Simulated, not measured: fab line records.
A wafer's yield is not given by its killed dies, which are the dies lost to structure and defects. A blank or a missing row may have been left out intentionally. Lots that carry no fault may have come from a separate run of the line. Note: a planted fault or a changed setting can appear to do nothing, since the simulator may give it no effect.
Which of the tools did it? / flow sky130 / 6 lots with 18 wafers sampled at 2 steps, on a route of 708 steps

== WHAT EACH GAUGE READ, for each wafer ==
SKY_METAL2_THK_MEAS_06: measures by xrf.
lot=L580; measured=day 34 21:55; on=film metro-02; METAL2_ALCU_THK (nm)=247.7 254.0 246.5
lot=L582; measured=day 35 06:40; on=film metro-02; METAL2_ALCU_THK (nm)=252.0 251.7 251.0
lot=L584; measured=day 35 20:22; on=film metro-01; METAL2_ALCU_THK (nm)=258.0 253.9 254.6
lot=L586; measured=day 36 17:11; on=film metro-01; METAL2_ALCU_THK (nm)=253.4 254.3 253.4
lot=L593; measured=day 38 18:43; on=film metro-02; METAL2_ALCU_THK (nm)=253.8 249.1 252.8
lot=L600; measured=day 40 13:43; on=film metro-02; METAL2_ALCU_THK (nm)=254.3 256.1 254.5

== WHAT TOOL EACH LOT RAN ON (gives the tool, then ch and the chambers of the sampled wafers, and finally the start) ==
lot=L580; SKY_METAL2_SPUTTER_00=pvd sputter-01, day 34 21:38
lot=L582; SKY_METAL2_SPUTTER_00=pvd sputter-01, day 35 06:25
lot=L584; SKY_METAL2_SPUTTER_00=pvd sputter-04, day 35 20:05
lot=L586; SKY_METAL2_SPUTTER_00=pvd sputter-01, day 36 16:54
lot=L593; SKY_METAL2_SPUTTER_00=pvd sputter-02, day 38 18:26
lot=L600; SKY_METAL2_SPUTTER_00=pvd sputter-04, day 40 13:27
- SKY_METAL2_SPUTTER_00: material Ti, target thk 15 nm, time 10 s.

== THE ANSWER, worked out from the rows above alone ==
Rule: what is usual is taken from the lots themselves. Put in order of their means at a reading, lots are off if they are a third of the lots or fewer, leave a main group of 4 or more, and stand apart from it by a gap of 3 or more times the standard deviation of the main group's means; of several such gaps the widest counts. The tables above print the reading to a certain number of digits; a main group whose means all agree to those digits is not used. A lot without any number at a reading at which 4 lots or more have one is off too. All remaining lots with rows at the step are treated as sound.
None of the lots is off at any reading shown; this tells nothing.

== WHAT THE SIMULATOR HAD INSERTED ==
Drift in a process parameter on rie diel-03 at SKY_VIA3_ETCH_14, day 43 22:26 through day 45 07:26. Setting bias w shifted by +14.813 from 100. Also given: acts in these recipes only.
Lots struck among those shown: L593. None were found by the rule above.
